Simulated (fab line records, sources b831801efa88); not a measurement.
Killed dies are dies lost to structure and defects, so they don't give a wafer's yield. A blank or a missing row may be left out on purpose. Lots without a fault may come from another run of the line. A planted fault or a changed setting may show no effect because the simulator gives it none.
fab line records | flow sky130
record lots=6 wafers=18 last_day=50
route steps=708 shown PWDE@52 NWELL@56 PAD_OPEN@708
lots that met no fault: from a run of the same line without faults
start_h: hours from the record's first day to the start of the lot's first wafer shown | wait_h: hours since the lot's step before | " the same as in the row above | L1.1+2: a row that stands for several wafers | - no value, or no start given | * or withheld: withheld | < > ~ a bound
route shown NAME@n: a module of which the file shows steps, and the number in the route of the first | usual: mean/standard deviation of fault-free wafers | same: alike in all rows | chamber/n: place in a boat | sites: the reading at each site | _std_site: their standard deviation | _edge_site: outer sites' mean less inner sites' | radius_mm: how far each site lies from the wafer's centre | mask NAME#n: copy n | behind: the tool/chamber that last shaped the wafer | hold: why the lot was held/for how many hours/how that ended | device: the transistor (n, p or np) that didn't switch | end of line: the same wafers' tests at the end of the route | a step without rows: its recipe alone | killed: dies lost to structure and defects at the first sort, not the wafer's yield | map: a wafer's dies, x killed, . not, _ none there
set.NAME: the setting as run; set.NAME@STEP: as run at that earlier step | model.NAME: the simulator's own value behind a step, which no gauge read
lots at some steps of the route; a table a step, a row a wafer
services: from which hour (start_h, from the record's first day; less than 0 if before it) a tool's chamber was out of use, for how many hours, and why
## steps
# step SKY_PWDE_OVL_MEAS_07
# usual PWDE_OVL=1.1/1.2
# columns lot.wafer tool chamber start_h wait_h PWDE_OVL[nm]
L444.1 overlay-01 - 119.64 - 1.9
L444.2 " - " " 3.7
L444.4 " - " " 2.3
L449.2 overlay-02 - 143.78 - 3.4
L449.5 " - " " 2.3
L449.6 " - " " 3.1
L457.2 overlay-01 - 180.18 - -0.3
L457.3 " - " " 0.2
L457.4 " - " " 1.5
L458.1 overlay-01 - 193.08 - 1.2
L458.2 " - " " -0.5
L458.3 " - " " 2.4
L459.3 overlay-01 - 196.95 - -0.1
L459.5 " - " " 1.1
L459.6 " - " " 1.0
L460.1 overlay-02 - 198.07 - -0.8
L460.2 " - " " -1.5
L460.3 " - " " 1.7
# step SKY_PWDE_IMPLANT_08
# recipe species=B energy_kev=150 dose_cm2=3.6e+12 tilt_deg=withheld
# step SKY_PWDE_STRIP_09
# recipe chemistry=O2/N2 power_w=1400 pressure_mtorr=1500 platen_temp_c=withheld o2_flow_sccm=3000 n2_flow_sccm=300 overash_fraction=0.5
# usual drypump_motor_current_A=5.7/0.31 oes_product_au=0.723/0.0046 strip_time_to_endpoint_s=36.93/0.087
# columns lot.wafer tool chamber start_h wait_h drypump_motor_current_A oes_product_au rf_hours_counter_h strip_time_to_endpoint_s
L444.1 plasma_asher-03 1 119.82 0.1 5.8 0.724 43 36.96
L444.2 " 0 " " 5.4 0.725 43 36.88
L444.4 " 1 " " 5.9 0.716 - 37.04
L449.2 plasma_asher-01 1 143.96 0.1 5.8 0.722 33 36.84
L449.5 " 0 " " 6.3 0.723 - 36.83
L449.6 " 1 " " 5.8 0.727 - 36.93
L457.2 plasma_asher-01 1 180.36 0.1 5.8 0.722 37 37.15
L457.3 " 1 " " 5.8 0.724 - 37.03
L457.4 " 0 " " 6.3 0.720 - 36.90
L458.1 plasma_asher-04 0 193.27 0.1 5.7 0.728 7 36.83
L458.2 " 1 " " 5.3 0.728 7 37.06
L458.3 " 1 " " 5.3 0.715 - 36.91
L459.3 plasma_asher-01 0 197.15 0.1 6.3 0.725 - 36.91
L459.5 " 1 " " 5.8 0.715 - 36.87
L459.6 " 0 " " 6.3 0.724 - 36.97
L460.1 plasma_asher-03 0 198.26 0.1 5.5 0.722 50 36.99
L460.2 " 1 " " 5.8 0.727 50 36.95
L460.3 " 0 " " 5.4 0.721 - 36.97
# step SKY_PWDE_TW_MEAS_10
# usual PWDE_TW=373.0/2.1
# columns lot.wafer tool chamber start_h wait_h PWDE_TW
L444.1 film_metro-02 - 119.92 0.1 371.5
L444.2 " - " " 371.1
L444.4 " - " " 371.3
L449.2 film_metro-03 - 144.07 0.1 373.0
L449.5 " - " " 372.3
L449.6 " - " " 373.0
L457.2 film_metro-01 - 180.47 0.1 374.2
L457.3 " - " " 372.9
L457.4 " - " " 372.8
L458.1 film_metro-02 - 193.37 0.1 373.0
L458.2 " - " " 374.3
L458.3 " - " " 374.4
L459.3 film_metro-02 - 197.24 0.1 373.2
L459.5 " - " " 373.0
L459.6 " - " " 373.9
L460.1 film_metro-02 - 198.36 0.1 370.7
L460.2 " - " " 371.4
L460.3 " - " " 370.4
# step SKY_NWELL_DEHYDRATE_03
# recipe temp_c=200 time_s=60
# step SKY_NWELL_HMDS_04
# recipe prime_time_s=60 prime_temp_c=120
# step SKY_NWELL_COAT_05
# recipe spin_rpm=2000 resist_thk_nm=3000
# step SKY_NWELL_SOFTBAKE_06
# recipe temp_c=110 time_s=withheld
# step SKY_NWELL_EXPOSE_07
# recipe mask_id=NWM na=0.6 source_shape=conventional sigma_outer=0.6 polarization=unpolarized target_cd_nm=840 dose_mj=255
# step SKY_NWELL_PEB_08
# recipe temp_c=115 time_s=withheld
# step SKY_NWELL_DEVELOP_09
# recipe wall_angle_deg=90 developer=TMAH develop_time_s=60 dev_temp_c=23
# step SKY_NWELL_OVL_MEAS_10
# usual NWELL_00_OVL=0.0/1.5
# columns lot.wafer tool chamber start_h wait_h NWELL_00_OVL[nm]
L444.1 overlay-01 - 141.92 - -1.7
L444.2 " - " " -2.3
L444.4 " - " " -1.2
L449.2 overlay-02 - 164.18 - -1.1
L449.5 " - " " -0.1
L449.6 " - " " 0.6
L457.2 overlay-02 - 203.69 - -2.0
L457.3 " - " " -0.7
L457.4 " - " " -1.2
L458.1 overlay-01 - 215.82 - -0.2
L458.2 " - " " 1.0
L458.3 " - " " -1.3
L459.3 overlay-01 - 219.73 - 0.5
L459.5 " - " " 2.3
L459.6 " - " " -0.2
L460.1 overlay-01 - 221.33 - 1.9
L460.2 " - " " -0.1
L460.3 " - " " 0.7
# step SKY_NWELL_IMPLANT_11
# recipe species=P energy_kev=400 dose_cm2=1.9e+13 tilt_deg=withheld
# usual beam_energy_keV=399.99/0.1
# columns lot.wafer tool chamber start_h wait_h beam_energy_keV model.implant.rp_nm model.implant.drp_nm
L444.1 implanter-04 0 141.96 0.0 400.07 499.6 116.9
L444.2 " 0 " " 399.89 499.6 116.9
L444.4 " 0 " " 400.11 499.6 116.9
L449.2 implanter-03 0 164.23 0.0 399.84 486.3 116.9
L449.5 " 0 " " 399.97 486.3 116.9
L449.6 " 0 " " 399.97 486.3 116.9
L457.2 implanter-03 0 203.75 0.0 380.97 483.3 113.9
L457.3 " 0 " " 380.98 483.3 113.9
L457.4 " 0 " " 380.99 483.3 113.9
L458.1 implanter-03 0 215.86 0.0 380.90 492.9 113.9
L458.2 " 0 " " 381.10 492.9 113.9
L458.3 " 0 " " 381.10 492.9 113.9
L459.3 implanter-02 0 219.81 0.1 399.97 492.7 116.9
L459.5 " 0 " " 400.10 492.7 116.9
L459.6 " 0 " " 400.10 492.7 116.9
L460.1 implanter-02 0 221.37 0.0 399.95 500.8 116.9
L460.2 " 0 " " 399.74 500.8 116.9
L460.3 " 0 " " 399.91 500.8 116.9
# step SKY_NWELL_IMPLANT_12
# recipe species=P energy_kev=120 dose_cm2=1.3e+12 tilt_deg=withheld
# step SKY_NWELL_IMPLANT_13
# recipe species=P energy_kev=50 dose_cm2=7e+11 tilt_deg=withheld
# step SKY_NWELL_STRIP_14
# recipe chemistry=O2/N2 power_w=1400 pressure_mtorr=1500 platen_temp_c=withheld o2_flow_sccm=3000 n2_flow_sccm=300 overash_fraction=0.5
# usual drypump_motor_current_A=5.88/0.27 oes_product_au=0.723/0.0048 strip_time_to_endpoint_s=36.90/0.11
# columns lot.wafer tool chamber start_h wait_h drypump_motor_current_A oes_product_au rf_hours_counter_h strip_time_to_endpoint_s
L444.1 plasma_asher-01 0 142.41 0.1 6.31 0.724 33 36.72
L444.2 " 1 " " 5.80 0.714 33 36.80
L444.4 " 0 " " 6.31 0.719 - 36.63
L449.2 plasma_asher-03 0 164.66 0.1 5.45 0.729 47 36.84
L449.5 " 1 " " 5.85 0.720 - 36.92
L449.6 " 0 " " 5.40 0.723 - 36.91
L457.2 plasma_asher-01 0 204.17 0.1 6.32 0.722 39 36.92
L457.3 " 0 " " 6.31 0.719 - 36.93
L457.4 " 1 " " 5.79 0.712 - 36.86
L458.1 plasma_asher-02 1 216.31 0.1 5.74 0.730 49 37.00
L458.2 " 0 " " 5.88 0.714 49 36.95
L458.3 " 1 " " 5.74 0.720 - 36.97
L459.3 plasma_asher-03 1 220.24 0.1 5.84 0.729 - 36.91
L459.5 " 1 " " 5.86 0.721 - 37.01
L459.6 " 0 " " 5.39 0.719 - 37.01
L460.1 plasma_asher-03 1 221.82 0.1 5.84 0.724 52 36.79
L460.2 " 0 " " 5.39 0.711 52 36.82
L460.3 " 1 " " 5.82 0.729 - 36.90
# step SKY_NWELL_TW_MEAS_15
# usual NWELL_TW=1815/9
# columns lot.wafer tool chamber start_h wait_h NWELL_TW
L444.1 film_metro-01 - 142.51 0.1 1822
L444.2 " - " " 1823
L444.4 " - " " 1815
L449.2 film_metro-03 - 164.77 0.1 1819
L449.5 " - " " 1826
L449.6 " - " " 1820
L457.2 film_metro-01 - 204.28 0.1 1810
L457.3 " - " " 1811
L457.4 " - " " 1808
L458.1 film_metro-03 - 216.41 0.1 1789
L458.2 " - " " 1792
L458.3 " - " " 1802
L459.3 film_metro-02 - 220.33 0.1 1806
L459.5 " - " " 1808
L459.6 " - " " 1809
L460.1 film_metro-02 - 221.92 0.1 1798
L460.2 " - " " 1800
L460.3 " - " " 1805
# step SKY_NWELL_DEHYDRATE_16
# recipe temp_c=200 time_s=60
# step SKY_NWELL_HMDS_17
# recipe prime_time_s=60 prime_temp_c=120
# step SKY_NWELL_COAT_18
# recipe spin_rpm=2000 resist_thk_nm=3000
# step SKY_NWELL_SOFTBAKE_19
# recipe temp_c=110 time_s=withheld
# step SKY_NWELL_EXPOSE_20
# recipe mask_id=NWM_COMPLEMENT na=0.6 source_shape=conventional sigma_outer=0.6 polarization=unpolarized target_cd_nm=840 dose_mj=260
# step SKY_NWELL_PEB_21
# recipe temp_c=115 time_s=withheld
# step SKY_NWELL_DEVELOP_22
# recipe wall_angle_deg=90 developer=TMAH develop_time_s=60 dev_temp_c=23
# step SKY_NWELL_OVL_MEAS_23
# usual NWELL_01_OVL=0.1/1.1
# columns lot.wafer tool chamber start_h wait_h NWELL_01_OVL[nm]
L444.1 overlay-01 - 161.67 - -1.9
L444.2 " - " " -0.9
L444.4 " - " " -0.4
L449.2 overlay-02 - 184.19 - 0.5
L449.5 " - " " 1.1
L449.6 " - " " 0.9
L457.2 overlay-02 - 225.89 - -1.8
L457.3 " - " " -0.4
L457.4 " - " " -0.3
L458.1 overlay-01 - 239.58 - -0.5
L458.2 " - " " -0.2
L458.3 " - " " 1.6
L459.3 overlay-02 - 243.83 - 0.9
L459.5 " - " " 1.1
L459.6 " - " " 1.1
L460.1 overlay-01 - 245.14 - 0.2
L460.2 " - " " -0.8
L460.3 " - " " -0.1
# step SKY_NWELL_IMPLANT_24
# recipe species=B energy_kev=140 dose_cm2=9.2e+12 tilt_deg=withheld
# step SKY_NWELL_STRIP_25
# recipe chemistry=O2/N2 power_w=1400 pressure_mtorr=1500 platen_temp_c=withheld o2_flow_sccm=3000 n2_flow_sccm=300 overash_fraction=0.5
# usual drypump_motor_current_A=5.86/0.25 oes_product_au=0.723/0.0042 strip_time_to_endpoint_s=36.90/0.093
# columns lot.wafer tool chamber start_h wait_h drypump_motor_current_A oes_product_au rf_hours_counter_h strip_time_to_endpoint_s
L444.1 plasma_asher-02 0 161.86 0.1 5.91 0.726 44 36.99
L444.2 " 1 " " 5.73 0.727 44 36.92
L444.4 " 0 " " 5.93 0.722 - 36.91
L449.2 plasma_asher-02 0 184.37 0.1 5.92 0.725 46 37.06
L449.5 " 1 " " 5.71 0.715 - 36.93
L449.6 " 0 " " 5.91 0.723 - 36.99
L457.2 plasma_asher-02 1 226.07 0.1 5.72 0.729 50 36.86
L457.3 " 0 " " 5.89 0.721 - 36.74
L457.4 " 1 " " 5.71 0.726 - 36.87
L458.1 plasma_asher-01 0 239.77 0.1 6.33 0.729 42 36.88
L458.2 " 1 " " 5.81 0.722 42 36.94
L458.3 " 0 " " 6.33 0.726 - 36.96
L459.3 plasma_asher-03 0 244.04 0.1 5.39 0.722 - 36.88
L459.5 " 1 " " 5.84 0.720 - 36.90
L459.6 " 0 " " 5.39 0.717 - 36.84
L460.1 plasma_asher-02 1 245.32 0.1 5.74 0.728 52 37.02
L460.2 " 0 " " 5.88 0.725 52 37.03
L460.3 " 1 " " 5.76 0.724 - 36.88
# step SKY_NWELL_TW_MEAS_26
# usual NWELL_2_TW=495.2/2.9
# columns lot.wafer tool chamber start_h wait_h NWELL_2_TW
L444.1 film_metro-03 - 161.96 0.1 496.1
L444.2 " - " " 497.6
L444.4 " - " " 495.1
L449.2 film_metro-01 - 184.48 0.1 500.3
L449.5 " - " " 500.3
L449.6 " - " " 500.2
L457.2 film_metro-01 - 226.18 0.1 499.6
L457.3 " - " " 498.1
L457.4 " - " " 500.4
L458.1 film_metro-01 - 239.87 0.1 498.4
L458.2 " - " " 498.4
L458.3 " - " " 501.2
L459.3 film_metro-03 - 244.13 0.1 492.3
L459.5 " - " " 492.5
L459.6 " - " " 492.8
L460.1 film_metro-02 - 245.42 0.1 492.0
L460.2 " - " " 491.2
L460.3 " - " " 490.9
# step SKY_NWELL_CLEAN_27
# recipe chemistry=SC1/SC2 mix=1:4:20 temp_c=70 time_s=150 dry=n2_spin
# step SKY_NWELL_RTA_28
# recipe temp_c=1050 time_s=30 idle_temp_c=650 ramp_up_c_per_s=150 ramp_down_c_per_s=90 ambient=N2
# usual lamp_power_pct=25.30/0.053 wafer_temp_C_max=1054.9/0.95
# columns lot.wafer tool chamber start_h wait_h lamp_power_pct wafer_temp_C_max
L444.1 rtp_anneal-02 0 162.07 0.0 25.36 1055.2
L444.2 " 0 " " 25.36 1053.1
L444.4 " 0 " " 25.30 1055.7
L449.2 rtp_anneal-01 0 184.60 0.0 25.31 1053.8
L449.5 " 0 " " 25.27 1055.1
L449.6 " 0 " " 25.23 1054.3
L457.2 rtp_anneal-01 0 226.30 0.0 25.21 1053.9
L457.3 " 0 " " 25.27 1055.2
L457.4 " 0 " " 25.39 1055.0
L458.1 rtp_anneal-02 0 239.98 0.0 25.27 1054.0
L458.2 " 0 " " 25.28 1054.1
L458.3 " 0 " " 25.35 1056.7
L459.3 rtp_anneal-01 0 244.25 0.0 25.30 1056.1
L459.5 " 0 " " 25.21 1055.6
L459.6 " 0 " " 25.41 1055.4
L460.1 rtp_anneal-02 0 245.53 0.0 25.36 1055.3
L460.2 " 0 " " 25.36 1054.1
L460.3 " 0 " " 25.31 1056.4
# step SKY_NWELL_RS_MEAS_29
# recipe thk_meas_gauge=four-point-probe
# usual NWELL_RS=624.7/1.5
# columns lot.wafer tool chamber start_h wait_h hold NWELL_RS[ohm/sq]
L444.1 film_metro-01 - 162.17 0.1 - 627.4
L444.2 " - " " - 626.1
L444.4 " - " " - 626.6
L449.2 film_metro-02 - 184.70 0.1 - 622.5
L449.5 " - " " - 624.3
L449.6 " - " " - 623.0
L457.2 film_metro-01 - 226.40 0.1 await_dispo/0.2h/release 633.7
L457.3 " - " " await_dispo/0.2h/release 633.3
L457.4 " - " " await_dispo/0.2h/release 634.1
L457.2 film_metro-01 - 226.76 0.3 - 634.2
L457.3 " - " " - 633.4
L457.4 " - " " - 633.1
L458.1 film_metro-02 - 240.08 0.1 await_dispo/0.2h/release 630.5
L458.2 " - " " await_dispo/0.2h/release 632.1
L458.3 " - " " await_dispo/0.2h/release 631.7
L458.1 film_metro-02 - 240.44 0.3 - 629.9
L458.2 " - " " - 631.4
L458.3 " - " " - 631.1
L459.3 film_metro-01 - 244.36 0.1 - 622.6
L459.5 " - " " - 622.0
L459.6 " - " " - 621.8
L460.1 film_metro-01 - 245.63 0.1 - 623.3
L460.2 " - " " - 625.1
L460.3 " - " " - 623.0
# step SKY_PAD_OPEN_PROBE_99
# usual killed_at_M0_to_M3=42/6.2 killed_at_M4_up=3.0/1.8 killed_at_contacts=25/5.9 killed_at_front_end=15/4.5 killed_at_other=0.2/0.45 killed_dies=85/9.9 killed_open=47/6.7 killed_short=39/6.4
# same gross_dies=492 killed_at_back_side=0
# columns lot.wafer tool chamber start_h wait_h killed_at_M0_to_M3 killed_at_M4_up killed_at_contacts killed_at_front_end killed_at_other killed_dies killed_open killed_short model.etest.res_nwell.line_ohm_um model.etest.res_nwell.rs_ohm_sq model.etest.tip_p_5v.rs_ohm_sq model.etest.field_p.vt_v model.etest.iso_nwell_nwell.leak_log10_a_um
L444.1 prober-02 - 1145.44 0.1 44 5 30 13 0 92 53 39 1127 957.2 2847 -41.67 -13.1
L444.2 prober-02 - 1145.49 0.1 43 3 20 15 1 82 54 28 1108 928.4 2878 -40.42 -13.33
L444.4 prober-02 - 1145.59 0.2 41 4 23 14 0 82 44 38 1146 950.9 2886 -41.25 -13.33
L449.2 prober-02 - 1167.11 0.1 40 4 29 13 0 86 48 38 1174 991.9 2868 -43.65 -13.79
L449.5 prober-02 - 1167.26 0.2 44 3 34 8 0 89 52 37 1192 1020 2871 -44.25 -13.75
L449.6 prober-02 - 1167.31 0.2 42 2 32 10 0 86 45 41 1192 998.4 2888 -43.4 -13.75
L457.2 prober-01 - 1192.34 0.1 43 2 26 17 0 88 51 37 1189 982.8 2880 -41.68 -13.73
L457.3 prober-01 - 1192.39 0.2 36 3 18 22 1 80 47 33 1234 1012 2877 -42.94 -13.78
L457.4 prober-01 - 1192.44 0.2 33 0 19 26 0 78 44 34 1224 1003 2869 -42.55 -13.81
L459.3 prober-02 - 1203.80 0.2 46 2 31 12 1 92 61 31 1146 976.3 2867 -42.76 -13.85
L459.5 prober-02 - 1203.90 0.2 47 1 17 11 0 76 44 32 1165 978.2 2856 -42.74 -13.82
L459.6 prober-02 - 1203.95 0.2 43 2 20 15 1 81 47 34 1131 946.8 2860 -41.16 -13.74
L458.1 prober-01 - 1204.58 0.1 35 1 21 20 0 77 40 37 1153 974.6 2902 -42.74 -13.84
L458.2 prober-01 - 1204.63 0.1 37 3 28 11 0 79 41 38 1179 987.3 2919 -43.35 -13.66
L458.3 prober-01 - 1204.68 0.2 36 4 24 13 0 77 42 35 1182 990 2891 -43.21 -13.52
L460.1 prober-02 - 1207.15 0.1 39 4 28 16 0 87 45 42 1128 941.1 2863 -41.84 -13.95
L460.2 prober-02 - 1207.20 0.1 38 4 11 12 0 65 28 37 1094 896.5 2870 -38.81 -13.82
L460.3 prober-02 - 1207.25 0.2 42 4 22 10 0 78 45 33 1120 926.3 2860 -40.49 -13.89
# killed by level:class
L444.1 VIA1:geometric_particle:open=21 CONTACT:geometric_particle:open=12 LI_CONTACT:geometric_particle:open=9 FIELD_ISO:geometric_particle:short=5 POLY_GATE:geometric_particle:short=5 CONTACT:geometric_particle:short=4 LI_CONTACT:geometric_particle:short=3 METAL1:geometric_particle:short=3
L444.2 VIA1:geometric_particle:open=10 LI_CONTACT:geometric_particle:open=8 CONTACT:geometric_particle:open=8 VIA2:geometric_particle:open=8 METAL2:geometric_particle:short=7 POLY_GATE:geometric_particle:open=5 VIA1:geometric_particle:short=5 FIELD_ISO:geometric_particle:open=3
L444.4 VIA1:geometric_particle:open=13 LI_CONTACT:geometric_particle:open=8 CONTACT:geometric_particle:short=7 METAL1:geometric_particle:short=5 CONTACT:geometric_particle:open=4 VIA1:geometric_particle:short=4 METAL2:geometric_particle:short=4 VIA3:geometric_particle:short=4
L449.2 CONTACT:geometric_particle:open=12 LI_CONTACT:geometric_particle:open=8 VIA1:geometric_particle:open=8 FIELD_ISO:geometric_particle:short=6 METAL3:geometric_particle:short=5 VIA2:geometric_particle:open=5 METAL1:geometric_particle:short=4 LI_CONTACT:geometric_particle:short=4
L449.5 CONTACT:geometric_particle:open=11 LI_CONTACT:geometric_particle:open=9 CONTACT:geometric_particle:short=8 VIA2:geometric_particle:open=8 VIA3:geometric_particle:open=7 METAL1:geometric_particle:short=6 VIA1:geometric_particle:open=5 VIA2:geometric_particle:short=5
L449.6 LI_CONTACT:geometric_particle:open=10 CONTACT:geometric_particle:short=8 VIA1:geometric_particle:open=7 METAL2:geometric_particle:short=7 VIA2:geometric_particle:open=7 CONTACT:geometric_particle:open=5 LOCAL_INTERCONNECT:geometric_particle:short=4 VIA3:geometric_particle:short=4
L457.2 CONTACT:geometric_particle:open=11 VIA3:geometric_particle:open=11 VIA1:geometric_particle:open=9 LI_CONTACT:geometric_particle:open=7 VIA1:geometric_particle:short=6 FIELD_ISO:geometric_particle:short=5 POLY_GATE:geometric_particle:open=5 VIA2:geometric_particle:open=5
L457.3 VIA1:geometric_particle:open=10 CONTACT:geometric_particle:open=8 POLY_GATE:geometric_particle:short=7 VIA2:geometric_particle:open=6 VIA3:geometric_particle:open=6 LI_CONTACT:geometric_particle:open=5 VIA1:geometric_particle:short=5 FIELD_ISO:geometric_particle:short=4
L457.4 LI_CONTACT:geometric_particle:open=8 VIA3:geometric_particle:open=7 SPACER:geometric_particle:short=6 CONTACT:geometric_particle:open=6 VIA1:geometric_particle:open=6 FIELD_ISO:geometric_particle:short=5 SPACER:geometric_particle:open=5 POLY_GATE:geometric_particle:open=4
L459.3 LI_CONTACT:geometric_particle:open=11 VIA1:geometric_particle:open=11 VIA2:geometric_particle:open=9 CONTACT:geometric_particle:open=8 METAL2:geometric_particle:short=7 LOCAL_INTERCONNECT:geometric_particle:open=6 METAL1:geometric_particle:short=5 VIA2:geometric_particle:short=4
L459.5 VIA1:geometric_particle:open=14 LI_CONTACT:geometric_particle:open=7 METAL1:geometric_particle:short=6 VIA1:geometric_particle:short=6 VIA2:geometric_particle:open=6 METAL2:geometric_particle:short=6 LI_CONTACT:geometric_particle:short=4 POLY_GATE:geometric_particle:open=3
L459.6 VIA1:geometric_particle:open=10 VIA2:geometric_particle:open=8 CONTACT:geometric_particle:open=6 FIELD_ISO:geometric_particle:open=5 VIA3:geometric_particle:open=5 LOCAL_INTERCONNECT:geometric_particle:short=4 CONTACT:geometric_particle:short=4 VIA2:geometric_particle:short=4
L458.1 VIA3:geometric_particle:open=11 METAL1:geometric_particle:short=9 POLY_GATE:geometric_particle:short=6 CONTACT:geometric_particle:open=6 POLY_GATE:geometric_particle:open=5 LOCAL_INTERCONNECT:geometric_particle:short=4 CONTACT:geometric_particle:short=4 FIELD_ISO:geometric_particle:open=3
L458.2 CONTACT:geometric_particle:open=12 LI_CONTACT:geometric_particle:open=6 LOCAL_INTERCONNECT:geometric_particle:short=6 VIA1:geometric_particle:open=6 VIA2:geometric_particle:open=6 VIA3:geometric_particle:open=6 METAL1:geometric_particle:short=5 VIA1:geometric_particle:short=5
L458.3 CONTACT:geometric_particle:short=9 VIA1:geometric_particle:open=8 VIA2:geometric_particle:open=7 LI_CONTACT:geometric_particle:open=6 CONTACT:geometric_particle:open=6 VIA3:geometric_particle:open=5 VIA2:geometric_particle:short=5 POLY_GATE:geometric_particle:open=4
L460.1 VIA3:geometric_particle:open=8 CONTACT:geometric_particle:open=8 VIA1:geometric_particle:open=8 LI_CONTACT:geometric_particle:open=7 FIELD_ISO:geometric_particle:short=6 LOCAL_INTERCONNECT:geometric_particle:short=6 VIA1:geometric_particle:short=6 POLY_GATE:geometric_particle:open=5
L460.2 METAL2:geometric_particle:short=8 VIA3:geometric_particle:open=7 METAL1:geometric_particle:short=5 VIA1:geometric_particle:short=5 FIELD_ISO:geometric_particle:short=4 CONTACT:geometric_particle:open=4 VIA1:geometric_particle:open=4 FIELD_ISO:geometric_particle:open=3
L460.3 VIA1:geometric_particle:open=11 CONTACT:geometric_particle:open=8 VIA2:geometric_particle:open=8 METAL2:geometric_particle:short=7 METAL1:geometric_particle:short=5 FIELD_ISO:geometric_particle:short=4 LI_CONTACT:geometric_particle:open=4 CONTACT:geometric_particle:short=4
## services
# columns tool chamber start_h hours kind
plasma_asher-04 - 108.75 9.0 pm
plasma_asher-04 0 108.75 9.0 vent_cycle
plasma_asher-04 1 108.75 9.0 vent_cycle
plasma_asher-04 0 117.75 - clean
plasma_asher-04 1 117.75 - clean
implanter-04 - 152.47 85.9 pm
plasma_asher-04 - 184.22 1.3 repair
implanter-03 - 201.83 1.1 repair
plasma_asher-04 - 207.64 2.8 pm
plasma_asher-03 - 214.92 2.8 pm
plasma_asher-01 - 236.45 2.8 pm
implanter-04 - 238.38 3.9 pm
plasma_asher-03 - 244.61 1.2 repair
## key
first_sign step=SKY_NWELL_IMPLANT_11 reading=beam_energy_keV direction=down sigmas=99+ usual=* struck=*
effect step=SKY_NWELL_TW_MEAS_15 reading=NWELL_TW direction=down sigmas=1.4 usual=1815 struck=1802
effect step=SKY_NWELL_RS_MEAS_29 reading=visit direction=added
effect step=SKY_NWELL_RS_MEAS_29 reading=NWELL_RS direction=up sigmas=5.2 usual=624.7 struck=632.6
model_effect step=SKY_NWELL_IMPLANT_11 value=implant.rp_nm without=509.9 struck=488.1
model_effect step=SKY_PAD_OPEN_PROBE_99 value=etest.res_nwell.line_ohm_um without=1094 struck=1194
met_at SKY_NWELL_IMPLANT_11
struck_wafers L457.2,L457.3,L457.4,L458.1,L458.2,L458.3
tester_left_out L457,L458
onset_between 164.23 203.75
fault kind=process_parameter_drift tool=implanter-03 chamber=- onset_h=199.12 steps=SKY_NWELL_IMPLANT_11 channel=energy_kev offset=* shape=step end_h=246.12 acts_in=* stated=*
# tester_left_out: of these lots the tester's yield and bins aren't shown, on N5 and GAA mostly nor the transistor test; their killed dies are dies lost to structure and defects alone, not to doping, threshold or leakage, so they don't give the yield
